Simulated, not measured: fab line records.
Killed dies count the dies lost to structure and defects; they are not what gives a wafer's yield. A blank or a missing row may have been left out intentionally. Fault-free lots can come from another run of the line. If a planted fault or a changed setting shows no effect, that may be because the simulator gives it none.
A lot that was struck, set against a sound lot	flow gf180mcu	18 out of 602 route steps
Sound: the wafers L917.2, L917.3, L917.6. Struck: wafers L927.1, L927.6. (L927.2 of the same lot was not struck and is left out.) The cause comes at the end.
Per side, at each step with rows, come the tool, then ch with its chambers, and then its first start. Under that, the readings that differ: sound wafers	struck wafers	difference of the means	sigmas: that difference in standard deviations of wafers without a fault.
alike: same words and numbers on both sides, and readings whose means sit less than 2 such deviations apart. not compared: any withheld reading, any reading some wafer has no value for, any bound like >300 that may hide the same value, and any number with overlapping values for which the record gives no deviation.
Wherever a step has rows on one side only, a row that says differs or no value, or a row with sigmas, the two part there. Non-overlapping numbers with no deviation appear without sigmas and do not part them. A reading missing from all wafers of one side parts the sides only when that side holds two or more wafers.

first, 3 steps without rows for these wafers: GF_V2_EXPOSE_11 (exposes mask Via2, target cd 260 nm); GF_V2_PEB_12 (peb time 90 s); GF_V2_DEVELOP_13 (develop time 60 s).
GF_V2_CD_MEAS_14: the cd target is 260 nm.
  struck on cd-sem-01, day 26 12:20; sound on cd-sem-01, day 22 19:31
  alike: cd-nm
GF_V2_OVL_MEAS_15:
  struck on overlay-01, day 26 12:28; sound on overlay-01, day 22 19:37
reading	sound	struck	difference	sigmas
V2_OVL (nm)	3 1 6	-10 -5	-11	-2
GF_V2_ETCH_16: etches BARC in N2/H2.
  sound on rie-diel-01 ch 0,1, day 22 19:39; struck on rie-diel-02 ch 2,3, day 26 12:30
  alike: drypump-motor-current-A, h2-flow-sccm, oes-product-au, throttle-valve-pct
then, 1 step without rows for these wafers: GF_V2_ETCH_17 (etches SiO2 in C4F8/O2/Ar, stops on TiN, target depth 630 nm).
GF_V2_STRIP_18: strips in O2/N2.
  sound on plasma-asher-02 ch 0,1, day 22 19:47; struck on plasma-asher-04 ch 1, day 26 12:38
  alike: drypump-motor-current-A, heater-power-w, oes-product-au
  not compared: rf-hours-counter-h
then, 2 steps without rows for these wafers: GF_V2_STRIP_19 (strips in post etch residue remover, time 1200 s); GF_V2_CLEAN_20 (cleans in DIW).
GF_V2_SPUTTER_21: material Ti, target thk 15 nm, time 80.02 s.
  struck on pvd-sputter-01, day 26 13:11; sound on pvd-sputter-02, day 22 20:20
  alike: cathode-dc-power-W, throttle-valve-pct
GF_V2_SPUTTER_22: material TiN, target thk 10 nm, time 40 s.
  struck on pvd-sputter-01, day 26 13:14; sound on pvd-sputter-02, day 22 20:23
  alike: cathode-dc-power-W, throttle-valve-pct
GF_V2_CVD_23: deposits W, target thk 350 nm, time 104.94 s.
  sound on cvd-w-02 ch 0, day 22 20:26; struck on cvd-w-01 ch 1, day 26 13:17
reading	sound	struck	difference	sigmas
model.W_of_V2_CVD_23.thk-nm (nm)	355.3 359.7 357.3	668.4 663.5	+308.5	
  alike: heater-power-w
GF_V2_RS_MEAS_24: measures by four-point-probe.
  struck on film-metro-04, day 26 13:23; sound on film-metro-01, day 22 20:34
reading	sound	struck	difference	sigmas
V2_W_RS (ohm/sq)	0.322 0.318 0.320	0.170 0.172	-0.149	-29
GF_V2_THK_MEAS_25: measures by xrf.
  struck on film-metro-04, day 26 13:31; sound on film-metro-01, day 22 20:40
reading	sound	struck	difference	sigmas
V2_W_THK (nm)	362 369 364	- -	no value on the struck wafers	
GF_V2_CMP_26: polishes, stops on SiO2, t overpolish 15 s, target thk 0 nm.
  sound on cmp-01 ch 2,3, day 22 20:43; struck on cmp-02 ch 2,3, day 26 13:34
reading	sound	struck	difference	sigmas
time-to-endpoint-s (s)	85 84 83	153 154	+70	+22
  alike: motor-current-A
GF_M3_SPUTTER_00: material Ti, target thk 37.5 nm, time 150 s.
  struck on pvd-sputter-03, day 26 13:52; sound on pvd-sputter-03, day 22 21:01
  alike: cathode-dc-power-W, throttle-valve-pct
then, 1 step without rows for these wafers: GF_PASSIVATION_PROBE_99.

## WHERE THEY PART
Last at GF_V2_CMP_26 as far as this record goes, first at GF_V2_OVL_MEAS_15. Later steps at which nothing parts them and some readings are alike: GF_M3_SPUTTER_00.

WHY: what the simulator had put in
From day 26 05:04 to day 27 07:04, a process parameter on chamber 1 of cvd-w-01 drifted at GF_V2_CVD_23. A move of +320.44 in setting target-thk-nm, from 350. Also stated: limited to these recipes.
